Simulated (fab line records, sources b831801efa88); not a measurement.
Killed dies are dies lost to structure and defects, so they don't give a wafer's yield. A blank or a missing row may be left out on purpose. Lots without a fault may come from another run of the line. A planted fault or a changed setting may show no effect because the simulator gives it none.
One fault seen from 2 desks | flow gf180mcu | each desk has only its own numbers; what lay behind them comes last

THE METROLOGY DESK
What the gauges read, lot by lot, whatever tool the lot ran on: means of the sampled wafers that have a number. A lot is out of limits, marked OUT, if its mean lies more than 4 standard deviations from the usual mean; the brackets give that distance.
Columns: A = MIM_ALCU_RS at GF_MIM_RS_MEAS_10, usual 0.1600 ohm/sq; B = MIM_ALCU_THK at GF_MIM_THK_MEAS_11, usual 201.6 nm
lot  | first seen here | A                 | B
L504 | day 24 16:31    | 0.1590            | 203.0
L509 | day 26 08:58    | 0.1777 (+9.8) OUT | 184.4 (-7.2) OUT
L510 | day 26 18:25    | 0.1734 (+7.4) OUT | 188.6 (-5.4) OUT
L516 | day 28 23:16    | 0.1594            | 201.4
L517 | day 29 01:55    | 0.1596            | 201.8
L518 | day 29 07:54    | 0.1586            | 204.7
L522 | day 30 20:04    | 0.1605            | 200.6
L521 | day 30 20:50    | 0.1622            | 198.1
L524 | day 31 05:01    | 0.1603            | 201.9
L525 | day 31 15:25    | 0.1616            | 199.8
This desk's finding: out of limits on L509, L510; first on L509, day 26 08:58 (MIM_ALCU_RS at GF_MIM_RS_MEAS_10). In limits: L504, L516, L517, L518, L522, L521, L524, L525.

THE TOOL OWNER'S DESK: pvd_sputter-01
The tool's own readings at GF_MIM_SPUTTER_08 (material AlCu, target thk 200 nm, time 10.6 s): means of the sampled wafers that have a number, for each lot that ran on this tool. A lot is out of limits, marked OUT, if its mean lies more than 4 standard deviations from the usual mean; the brackets give that distance.
Columns: A = chamber_pressure_pa at GF_MIM_SPUTTER_08, usual 0.4000 Pa; B = throttle_valve_pct at GF_MIM_SPUTTER_08, usual 30.3 %
lot  | first seen here | A      | B
L504 | day 24 16:24    | 0.4001 | 30.8
L509 | day 26 08:55    | 0.4005 | 30.6
L510 | day 26 18:22    | 0.3999 | 31.1
L522 | day 30 20:01    | 0.3998 | 31.6
L521 | day 30 20:47    | 0.4001 | 31.0
This desk's finding: nothing out of limits on any of the 5 lots.

PUT TOGETHER
The metrology desk could have raised an alarm at day 26 08:58, on L509, L510.
The tool owner's desk saw nothing out of limits.
The tool owner's desk has L509, L510 on record, within its limits.
Of the lots named, all ran GF_MIM_SPUTTER_08 on pvd_sputter-01.

WHAT THE SIMULATOR HAD PUT IN
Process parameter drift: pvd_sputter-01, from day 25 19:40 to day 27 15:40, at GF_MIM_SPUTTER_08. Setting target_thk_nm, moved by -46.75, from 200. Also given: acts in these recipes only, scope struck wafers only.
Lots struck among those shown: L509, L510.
Hours from the fault's start to each desk's first reading out of limits: the metrology desk, 13.
